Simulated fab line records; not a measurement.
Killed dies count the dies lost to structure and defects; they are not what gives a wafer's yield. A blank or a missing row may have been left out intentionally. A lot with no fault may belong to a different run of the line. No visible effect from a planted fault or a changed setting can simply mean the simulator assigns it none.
A lot that was struck, set against a sound lot | flow gf180mcu | 43 out of 602 route steps
Sound: the wafers L234.1, L234.3, L234.5. Wafers struck: L243.2, L243.3, L243.5. At the end, the cause is stated.
For every step that has rows: the tool of each side, followed by ch and its chambers, followed by its first start. Under that, the readings that differ: sound wafers | struck wafers | difference of the means | sigmas: that difference in standard deviations of wafers without a fault.
alike: readings with means less than 2 such deviations apart, plus words and numbers identical on both sides. not compared: withheld readings, readings lacking a value on some wafer, bounds such as >300 that could conceal the same value, and numbers that have no deviation in the record and whose values overlap.
A row with sigmas, a row that says differs or no value, or rows on one side alone: a step with any of these is where the two part. Numbers that have no deviation but don't overlap get no sigmas and don't part them. Lack of a reading on every wafer of one side parts them only where that side has two or more wafers.

first, 7 steps without rows for these wafers: GF_POLY_GATE_HMDS_03 (prime time 60 s); GF_POLY_GATE_COAT_04; GF_POLY_GATE_COAT_05 (resist thk 700 nm); GF_POLY_GATE_SOFTBAKE_06 (time 60 s); GF_POLY_GATE_EXPOSE_07 (exposes mask Poly2, target cd 280 nm); GF_POLY_GATE_PEB_08 (peb time 90 s); GF_POLY_GATE_DEVELOP_09 (develop time 60 s).
GF_POLY_GATE_CD_MEAS_10 targets a cd of 280 nm.
  sound on cd sem-02, day 9 11:55; struck on cd sem-02, day 11 19:01
  alike: cd nm
GF_POLY_GATE_OVL_MEAS_11:
  sound on overlay-01, day 9 12:02; struck on overlay-01, day 11 19:07
  alike: POLY_GATE_OVL
GF_POLY_GATE_ETCH_12: etches BARC in N2/H2.
  sound on rie diel-04 ch 1,2,3, day 9 12:04; struck on rie diel-03 ch 2,3, day 11 19:09
  alike: drypump motor current A, h2 flow sccm, oes product au, throttle valve pct
GF_POLY_GATE_ETCH_13: etches poly-Si in HBr/Cl2, stops on SiO2, target depth 198.5 nm, time 69.6 s.
  sound on rie si-02 ch 0,1, day 9 12:07; struck on rie si-01 ch 0,1,3, day 11 19:12
  alike: drypump motor current A, mfc cl2 sccm, oes product au, throttle valve pct
  not compared: rf hours counter h
GF_POLY_GATE_STRIP_14: strips in O2/N2.
  sound on plasma asher-04 ch 0,1, day 9 12:11; struck on plasma asher-02 ch 0,1, day 11 19:16
  alike: drypump motor current A, heater power w, oes product au
  not compared: rf hours counter h
GF_POLY_GATE_CLEAN_15: cleans in SC1/SC2, time 150 s.
  sound on wet bench-04 ch 1, day 9 12:17; struck on wet bench-04 ch 0, day 11 19:22
then, 1 step without rows for these wafers: GF_POLY_GATE_OXIDATION_16 (stabilise 600 s, purge 300 s, target thk 4 nm).
GF_POLY_GATE_THK_MEAS_17:
  sound on film metro-02, day 9 13:43; struck on film metro-03, day 11 22:07
  alike: POLY_GATE_OXIDATION_THK
GF_POLY_GATE_CD_MEAS_18:
  sound on cd sem-01, day 9 13:46; struck on cd sem-02, day 11 22:11
  alike: cd nm
then, 7 steps without rows for these wafers: GF_HV_LDD_DEHYDRATE_00 (time 60 s); GF_HV_LDD_HMDS_01 (prime time 60 s); GF_HV_LDD_COAT_02 (resist thk 1000 nm); GF_HV_LDD_SOFTBAKE_03 (time 60 s); GF_HV_LDD_EXPOSE_04 (exposes mask Nplus LV AREA, target cd 400 nm); GF_HV_LDD_PEB_05; GF_HV_LDD_DEVELOP_06 (develop time 60 s).
GF_HV_LDD_CD_MEAS_07 targets a cd of 400 nm.
  sound on cd sem-02, day 10 07:05; struck on cd sem-01, day 12 17:34
  alike: cd nm
GF_HV_LDD_OVL_MEAS_08:
  sound on overlay-01, day 10 07:13; struck on overlay-02, day 12 17:40
  alike: HV_LDD_OVL
following that, these wafers have no rows for 1 step: GF_HV_LDD_IMPLANT_09.
GF_HV_LDD_STRIP_10: strips in O2/N2.
  sound on plasma asher-03 ch 0,1, day 10 07:24; struck on plasma asher-02 ch 1, day 12 17:51
  reading                      | sound             | struck            | difference | sigmas
  drypump motor current A (A)  | 4.9 4.7 4.7       | 6.2 6.2 6.2       | +1.4       | +3
  strip time to endpoint s (s) | 12.62 12.62 12.63 | 12.75 12.72 12.73 | +0.11      | +3
  alike: heater power w, oes product au
  not compared: rf hours counter h
GF_HV_LDD_TW_MEAS_11:
  sound on film metro-04, day 10 07:30; struck on film metro-03, day 12 17:58
  alike: HV_LDD_TW
then, 7 steps without rows for these wafers: GF_HV_LDD_DEHYDRATE_12 (time 60 s); GF_HV_LDD_HMDS_13 (prime time 60 s); GF_HV_LDD_COAT_14 (resist thk 1000 nm); GF_HV_LDD_SOFTBAKE_15 (time 60 s); GF_HV_LDD_EXPOSE_16 (exposes mask Pplus LV AREA, target cd 400 nm); GF_HV_LDD_PEB_17; GF_HV_LDD_DEVELOP_18 (develop time 60 s).
GF_HV_LDD_CD_MEAS_19 targets a cd of 400 nm.
  sound on cd sem-01, day 11 02:04; struck on cd sem-02, day 13 13:25
  alike: cd nm
GF_HV_LDD_OVL_MEAS_20:
  sound on overlay-01, day 11 02:11; struck on overlay-02, day 13 13:31
  alike: HV_LDD_01_OVL
following that, these wafers have no rows for 1 step: GF_HV_LDD_IMPLANT_21.
GF_HV_LDD_STRIP_22: strips in O2/N2.
  sound on plasma asher-01 ch 0,1, day 11 02:22; struck on plasma asher-01 ch 0, day 13 13:42
  alike: drypump motor current A, heater power w, oes product au, strip time to endpoint s
  not compared: rf hours counter h
GF_HV_LDD_TW_MEAS_23:
  sound on film metro-01, day 11 02:28; struck on film metro-01, day 13 13:49
  alike: HV_LDD_2_TW
then, 2 steps without rows for these wafers: GF_HV_LDD_DEHYDRATE_24 (time 60 s); GF_HV_LDD_HMDS_25 (prime time 60 s).
-- here the record skips 18 days between the struck wafers' starts before and after, leaving off in module HV_LDD and picking up in module PASSIVATION (first step shown: number 602 of the route) --
GF_PASSIVATION_PROBE_99:
  the record has rows for the struck wafers here (prober-02, day 31 17:30) and none for the sound ones

WHERE THEY PART
At GF_HV_LDD_STRIP_10 first; at GF_PASSIVATION_PROBE_99 last (within this record only).

WHY: whatever the simulator had introduced
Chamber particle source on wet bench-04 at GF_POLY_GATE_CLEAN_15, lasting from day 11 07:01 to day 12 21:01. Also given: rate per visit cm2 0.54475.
